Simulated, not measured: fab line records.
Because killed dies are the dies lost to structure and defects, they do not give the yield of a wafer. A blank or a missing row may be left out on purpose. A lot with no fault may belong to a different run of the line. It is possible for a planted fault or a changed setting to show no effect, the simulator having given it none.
Matching of chambers || flow sfq line || SFQ_TRILAYER_I0_CMP_CMP_028 on cmp-01: 4 sister chambers
The step polishes SiO2. 8 wafers are shown with their chamber, then 7 later ones without.

WAFERS PAIRED WITH THEIR CHAMBERS
{"wafer": "L169.2", "chamber": 1, "motor current A (A)": 10.5, "time to endpoint s (s)": 208}
{"wafer": "L172.6", "chamber": 0, "motor current A (A)": 9.9, "time to endpoint s (s)": 225}
{"wafer": "L178.3", "chamber": 0, "motor current A (A)": 10.0, "time to endpoint s (s)": 213}
{"wafer": "L186.1", "chamber": 1, "motor current A (A)": 10.0, "time to endpoint s (s)": 211}
{"wafer": "L186.3", "chamber": 2, "motor current A (A)": 12.6, "time to endpoint s (s)": 211}
{"wafer": "L186.4", "chamber": 3, "motor current A (A)": 9.9, "time to endpoint s (s)": 207}
{"wafer": "L188.3", "chamber": 3, "motor current A (A)": 9.7, "time to endpoint s (s)": 214}
{"wafer": "L188.4", "chamber": 2, "motor current A (A)": 12.1, "time to endpoint s (s)": 208}

WAFERS WITHOUT THEIR CHAMBER
{"wafer": "L188.5", "motor current A (A)": 9.8, "time to endpoint s (s)": 213}
{"wafer": "L189.4", "motor current A (A)": 9.7, "time to endpoint s (s)": 209}
{"wafer": "L189.2", "motor current A (A)": 12.1, "time to endpoint s (s)": 204}
{"wafer": "L189.3", "motor current A (A)": 9.8, "time to endpoint s (s)": 207}
{"wafer": "L190.1", "motor current A (A)": 10.1, "time to endpoint s (s)": 211}
{"wafer": "L190.5", "motor current A (A)": 12.1, "time to endpoint s (s)": 207}
{"wafer": "L190.6", "motor current A (A)": 9.6, "time to endpoint s (s)": 212}

CHAMBER TAKEN BY EACH
{"wafer": "L188.5", "from the rows above": "can't be placed: 3 or 0 or 1", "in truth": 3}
{"wafer": "L189.4", "from the rows above": "can't be placed: 3 or 1 or 0", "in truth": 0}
{"wafer": "L189.2", "from the rows above": 2, "in truth": 2}
{"wafer": "L189.3", "from the rows above": "can't be placed: 3 or 1 or 0", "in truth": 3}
{"wafer": "L190.1", "from the rows above": "can't be placed: 1 or 3 or 0", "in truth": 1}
{"wafer": "L190.5", "from the rows above": 2, "in truth": 2}
{"wafer": "L190.6", "from the rows above": "can't be placed: 3 or 0 or 1", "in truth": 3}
Correctly placed: 2 of 7. Cannot be placed on the basis of these rows: 5; the candidates contain the true chamber in 5. Number placed wrongly: 0.
How it was worked out, from the rows above alone: a wafer's distance from a chamber is the root of the sum, over the readings, of the square of ((its reading less the chamber's mean) divided by the reading's scatter). The wafer belongs to the nearest chamber; if the next one is less than 2 further off, it can't be placed. For every chamber, the mean is computed from those of its wafers that are shown. How the scatter is found: for the shown wafers, subtract from each reading the mean of its chamber, square and add these, divide the total by (wafers less chambers), then take the root.
